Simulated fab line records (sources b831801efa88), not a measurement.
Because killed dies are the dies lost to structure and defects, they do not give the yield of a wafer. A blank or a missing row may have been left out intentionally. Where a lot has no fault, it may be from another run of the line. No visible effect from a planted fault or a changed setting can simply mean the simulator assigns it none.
Which of the tools did it? + flow gf180mcu + Sampling: 6 lots, 18 wafers, 2 of 602 route steps

## WHAT EACH GAUGE READ, for each wafer
GF_DUAL_GATE_THK_MEAS_03.
| lot  | measured     | on           | DUAL_GATE_OXIDATION_00_THK (nm)     |
|------|--------------|--------------|-------------------------------------|
| L126 | day 8 01:24  | filmMetro-01 | 10.84 10.95 10.98                   |
| L129 | day 9 00:58  | filmMetro-01 | 10.62 10.85 10.65                   |
| L132 | day 9 21:18  | filmMetro-03 | 11.22 11.15 11.23                   |
| L141 | day 12 09:29 | filmMetro-01 | 12.55 12.56 12.77 12.58 12.54 12.75 |
| L144 | day 13 05:01 | filmMetro-03 | 10.85 10.98 11.04                   |
| L146 | day 13 20:04 | filmMetro-03 | 10.78 10.93 10.77                   |

## EACH LOT AND THE TOOL THAT RAN IT (in order: tool; ch and the chambers of the sampled wafers; start)
| lot  | GF_DUAL_GATE_OXIDATION_02     |
|------|-------------------------------|
| L126 | furnace-02 ch 0, day 7 23:58  |
| L129 | furnace-01 ch 0, day 8 23:30  |
| L132 | furnace-02 ch 0, day 9 19:52  |
| L141 | furnace-02 ch 0, day 12 08:03 |
| L144 | furnace-01 ch 0, day 13 03:34 |
| L146 | furnace-01 ch 0, day 13 18:37 |
- GF_DUAL_GATE_OXIDATION_02: stabilise 600 s, purge 300 s, target thk 10.887 nm.

## THE ANSWER, worked out from the rows above alone
Rule: what is usual is taken from the lots themselves. The widest of any qualifying gaps counts: lots, ordered by their means at a reading, are off when they make up no more than a third of the lots, leave a main group of 4 or more, and stand apart from it by 3 or more times the standard deviation of that group's means. A main group is skipped when, at the precision printed for the reading in the tables above, its means are all equal. A lot without any number at a reading at which 4 lots or more have one is off too. All remaining lots with rows at the step are treated as sound.
Off: L141, seen at GF_DUAL_GATE_THK_MEAS_03 (DUAL_GATE_OXIDATION_00_THK). The main group: mean 10.92 nm, standard deviation 0.16.
A tool fits if, at a process step before that reading, it ran every lot that is off, and no sound lot after the first of them. Gauges at GF_DUAL_GATE_THK_MEAS_03: tried the same way as those tools. 2 tools fit, furnace-02 at GF_DUAL_GATE_OXIDATION_02 and filmMetro-01 at GF_DUAL_GATE_THK_MEAS_03, so this cannot tell which one it is.

## WHAT THE SIMULATOR HAD INSERTED
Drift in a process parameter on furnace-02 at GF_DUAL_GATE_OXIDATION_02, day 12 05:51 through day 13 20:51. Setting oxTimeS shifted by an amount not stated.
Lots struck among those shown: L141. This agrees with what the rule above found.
